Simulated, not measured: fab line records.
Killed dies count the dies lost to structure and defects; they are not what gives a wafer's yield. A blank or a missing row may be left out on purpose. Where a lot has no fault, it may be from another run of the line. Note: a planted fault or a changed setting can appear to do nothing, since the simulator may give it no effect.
Matching of chambers -- flow gf180mcu -- GF_CONTACT_CVD_00 on hdpcvd-01: 3 sister chambers
The step deposits SiO2, target thk 300 nm, time 50 s. 6 wafers are shown with their chamber, then 8 later ones without.

== WAFERS PAIRED WITH THEIR CHAMBERS ==
wafer,chamber,pressure mtorr (mTorr)
L224.6,1,6.019
L231.5,0,5.992
L232.2,2,6.010
L232.3,1,6.004
L232.5,0,5.989
L234.2,2,6.005

== WAFERS MISSING THEIR CHAMBER ==
wafer,pressure mtorr (mTorr)
L234.3,5.987
L234.6,6.017
L235.1,5.993
L235.3,6.018
L235.4,6.002
L239.2,5.973
L239.4,5.999
L239.5,5.981

== EACH ONE'S CHAMBER ==
wafer,from the rows above,in truth
L234.3,0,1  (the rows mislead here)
L234.6,can't be placed: 1 or 2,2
L235.1,can't be placed: 0 or 2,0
L235.3,can't be placed: 1 or 2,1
L235.4,can't be placed: 2 or 1 or 0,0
L239.2,0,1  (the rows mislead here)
L239.4,can't be placed: 0 or 2 or 1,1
L239.5,0,0
Correctly placed: 1 of 8. Cannot be placed on the basis of these rows: 5; the candidates contain the true chamber in 5. Wrongly placed: 2.
How it was worked out, from the rows above alone: a wafer's distance from a chamber is the root of the sum, over the readings, of the square of ((its reading less the chamber's mean) divided by the reading's scatter). If the next closest chamber is less than 2 further off than the closest, the wafer can't be placed; otherwise it belongs to the closest. For every chamber, the mean is computed from those of its wafers that are shown. The scatter: take each reading less its chamber's mean, square it, sum over the shown wafers, divide by the number of wafers less the number of chambers, and take the root.
